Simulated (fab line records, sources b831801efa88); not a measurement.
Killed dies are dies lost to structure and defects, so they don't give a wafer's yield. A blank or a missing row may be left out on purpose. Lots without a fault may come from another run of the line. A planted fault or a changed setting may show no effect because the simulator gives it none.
A struck lot beside a sound one | flow sky130 | 16 steps out of a route of 708
Sound: wafers L384.2, L384.4, L384.6. Struck: wafers L389.4, L389.5. (L389.1 of the same lot was not struck and is left out.) The cause comes at the end.
At each step with rows: each side's tool, then ch and its chambers, then its first start. Under that, the readings that differ: sound wafers | struck wafers | difference of the means | sigmas: that difference in standard deviations of wafers without a fault.
alike: readings whose means differ by less than 2 such deviations, and words and numbers that are the same on both sides. not compared: withheld readings, readings that some wafer has no value for, bounds like >300 that may hide the same value, and numbers for which the record gives no deviation and whose values overlap.
The two part at a step that has a row with sigmas, a row that says differs or no value, or rows on one side only. Numbers that don't overlap but have no deviation are shown without sigmas and don't part them. A reading that every wafer of one side lacks parts them only if that side has two wafers or more.

first, 2 steps without rows for these wafers: SKY_METAL4_PEB_11; SKY_METAL4_DEVELOP_12 (develop time 60 s).
SKY_METAL4_CD_MEAS_13: target cd 300 nm.
  sound on cd_sem-02, day 42 03:43; struck on cd_sem-02, day 43 19:09
  reading    | sound             | struck      | difference | sigmas
  cd_nm (nm) | 299.6 298.8 298.0 | 302.5 301.9 | +3.4       | +2
SKY_METAL4_OVL_MEAS_14:
  sound on overlay-02, day 42 03:49; struck on overlay-01, day 43 19:16
  alike: METAL4_OVL
then, 1 step without rows for these wafers: SKY_METAL4_DESCUM_15 (chemistry O2, time 8 s).
SKY_METAL4_ETCH_16: etches BARC in N2/H2, stops on SiO2, time 88.2 s, target depth 60 nm.
  sound on rie_metal-02 ch 0,1, day 42 03:53; struck on rie_metal-04 ch 0,1, day 43 19:20
  alike: drypump_motor_current_A, oes_product_au, throttle_valve_pct
  not compared: rf_hours_counter_h
SKY_METAL4_ETCH_17: etches SiO2 in C4F8/O2/Ar, stops on TiN, time 3.9 s, target depth 15 nm.
  sound on rie_diel-04 ch 0,1,2, day 42 03:59; struck on rie_diel-04 ch 1,3, day 43 19:26
  alike: oes_product_au
SKY_METAL4_METAL_ETCH_18: etches the open film in Cl2/BCl3, stops on SiO2, target depth 845 nm, time 183.1 s.
  sound on rie_metal-03 ch 0,1, day 42 04:00; struck on rie_metal-03 ch 0,1, day 43 19:28
  alike: drypump_motor_current_A, oes_product_au, throttle_valve_pct
  not compared: rf_hours_counter_h
SKY_METAL4_STRIP_19: strips in O2/N2.
  sound on plasma_asher-04 ch 0,1, day 42 04:11; struck on plasma_asher-03 ch 0,1, day 43 19:38
  alike: drypump_motor_current_A, oes_product_au, strip_time_to_endpoint_s
  not compared: rf_hours_counter_h
then, 3 steps without rows for these wafers: SKY_METAL4_STRIP_20 (strips in post etch residue remover, time 1200 s); SKY_METAL4_CLEAN_21 (cleans in IPA, time 180 s); SKY_METAL4_CLEAN_22 (cleans in O3/DIW).
SKY_VIA4_HDPCVD_00: deposits SiO2, target thk 1750 nm, time 291.7 s.
  sound on hdpcvd-01 ch 0,1, day 42 04:47; struck on hdpcvd-02 ch 1,2, day 43 20:17
  reading                                  | sound             | struck      | difference | sigmas
  run_length_s (s)                         | 318.9 320.1 319.5 | 361.7 360.8 | +41.8      | +99 or more
  model.SiO2_of_VIA4_HDPCVD_00.thk_nm (nm) | 1720 1717 1747    | 1967 1955   | +233       |
SKY_VIA4_THK_MEAS_01:
  sound on film_metro-02, day 42 04:58; struck on film_metro-01, day 43 20:42
  reading              | sound          | struck    | difference | sigmas
  VIA4_HDPCVD_THK (nm) | 1719 1717 1746 | 1967 1953 | +233       | +11
  not compared: hold
SKY_VIA4_CMP_02: polishes SiO2.
  sound on cmp-01 ch 0,2, day 42 05:16; struck on cmp-01 ch 0, day 43 23:55
  reading | sound | struck                                            | difference                   | sigmas
  hold    | - - - | await_dispo/3.1h/release await_dispo/3.1h/release | no value on the sound wafers |
  alike: motor_current_A
SKY_PAD_OPEN_PROBE_99:
  the record has rows for the sound wafers here (prober-01, day 46 02:54) and none for the struck ones

WHERE THEY PART
First at SKY_METAL4_CD_MEAS_13; last, within this record, at SKY_PAD_OPEN_PROBE_99.

WHY: what the simulator had put in
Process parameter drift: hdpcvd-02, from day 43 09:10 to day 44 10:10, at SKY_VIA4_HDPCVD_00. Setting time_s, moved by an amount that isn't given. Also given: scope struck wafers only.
